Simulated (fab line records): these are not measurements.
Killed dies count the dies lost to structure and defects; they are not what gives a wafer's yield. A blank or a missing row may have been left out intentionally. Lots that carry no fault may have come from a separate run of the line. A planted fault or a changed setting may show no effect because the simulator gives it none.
One fault through the eyes of 2 desks -- flow gf180mcu -- only its own numbers are on each desk; what lay behind them is given at the end

== FROM THE METROLOGY DESK ==
Lot by lot, what the gauges showed, no matter which tool ran the lot: averages of those sampled wafers that carry a number. The brackets show how far a lot's mean lies from the usual mean; more than 4 standard deviations puts the lot out of limits, marked OUT.
Columns: A = STI_CVD_03_THK at GF_STI_THK_MEAS_04, usual 207.6 nm; B = STI_OXIDATION_01_THK at GF_STI_THK_MEAS_22, usual 14.89 nm; C = MVPSD_TW at GF_MVPSD_TW_MEAS_11, usual 560; D = VT_IMPLANT_2_TW at GF_VT_IMPLANT_TW_MEAS_21, usual 1224; E = MVPSD_RS at GF_VT_IMPLANT_RS_MEAS_49, usual 1166.5 ohm/sq
lot,first seen here,A,B,C,D,E
L834,day 1 14:34,206.8,14.61,559,1220,1169.6
L836,day 2 00:33,207.5,15.04,558,1224,1174.4
L839,day 2 14:34,209.0,14.91,559,1233,1168.4
L841,day 3 00:35,206.6,14.65,559,1238,1168.6
L842,day 3 06:11,208.3,14.87,563,1236,1161.9
L843,day 3 13:14,209.0,15.02,562,1215,1166.2
L844,day 3 20:03,204.1,15.03,559,1219,1165.0
L845,day 4 00:52,211.2,15.02,560,1234,1161.7
L846,day 4 03:24,206.5,14.85,563,1216,1165.6
L847,day 4 06:34,206.6,14.50,555,1216,1167.0
L851,day 5 02:34,211.3,14.96,589 (+8.5) OUT,1232,1038.3 (-46) OUT
L852,day 5 08:35,208.0,15.12,590 (+8.9) OUT,1209,1042.4 (-44) OUT
L853,day 5 12:35,206.0,15.31,590 (+8.9) OUT,1235,1039.6 (-45) OUT
This desk's result: L851, L852, L853 out of limits, first on L851 (MVPSD_TW at GF_MVPSD_TW_MEAS_11), day 9 06:14. L834, L836, L839, L841, L842, L843, L844, L845, L846, L847 stayed within limits.

== FOR THE TOOL OWNER'S DESK: implanter-02 ==
The tool's own readings at GF_MVPSD_IMPLANT_08, given as means over the sampled wafers that have a number, one for each lot that went through this tool. The brackets show how far a lot's mean lies from the usual mean; more than 4 standard deviations puts the lot out of limits, marked OUT.
Columns: A = dose ions cm2 at GF_MVPSD_IMPLANT_08, usual 1.5001e+13; B = faraday current uA at GF_MVPSD_IMPLANT_08, usual 84.5
lot,first seen here,A,B
L841,day 6 22:23,1.5002e+13,85.3
L845,day 7 20:20,1.5021e+13,84.5
L846,day 7 23:08,1.5011e+13,83.5
L847,day 8 06:47,1.5000e+13,84.4
L851,day 9 05:47,1.8822e+13 (+99 or more) OUT,107.9 (+14) OUT
L852,day 9 11:01,1.8816e+13 (+99 or more) OUT,108.6 (+14) OUT
L853,day 9 14:38,1.8796e+13 (+99 or more) OUT,105.8 (+13) OUT
Finding of this desk: L851, L852, L853 out of limits; the first was L851 at day 9 05:47, on dose ions cm2 at GF_MVPSD_IMPLANT_08. L841, L845, L846, L847 stayed within limits.

== BROUGHT TOGETHER ==
On L851, L852, L853, at day 9 05:47, an alarm was possible from the tool owner's desk.
On L851, L852, L853, the metrology desk was in a position to raise an alarm at day 9 06:14.
GF_MVPSD_IMPLANT_08 was run on implanter-02 by each of the lots named.

== WHAT HAD BEEN PUT IN BY THE SIMULATOR ==
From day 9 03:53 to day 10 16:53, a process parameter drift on implanter-02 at GF_MVPSD_IMPLANT_08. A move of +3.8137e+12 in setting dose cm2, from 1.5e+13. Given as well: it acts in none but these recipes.
Shown lots that were struck: L851, L852, L853.
Fault start to first reading out of limits, in hours, per desk: tool owner, 2; metrology, 2.
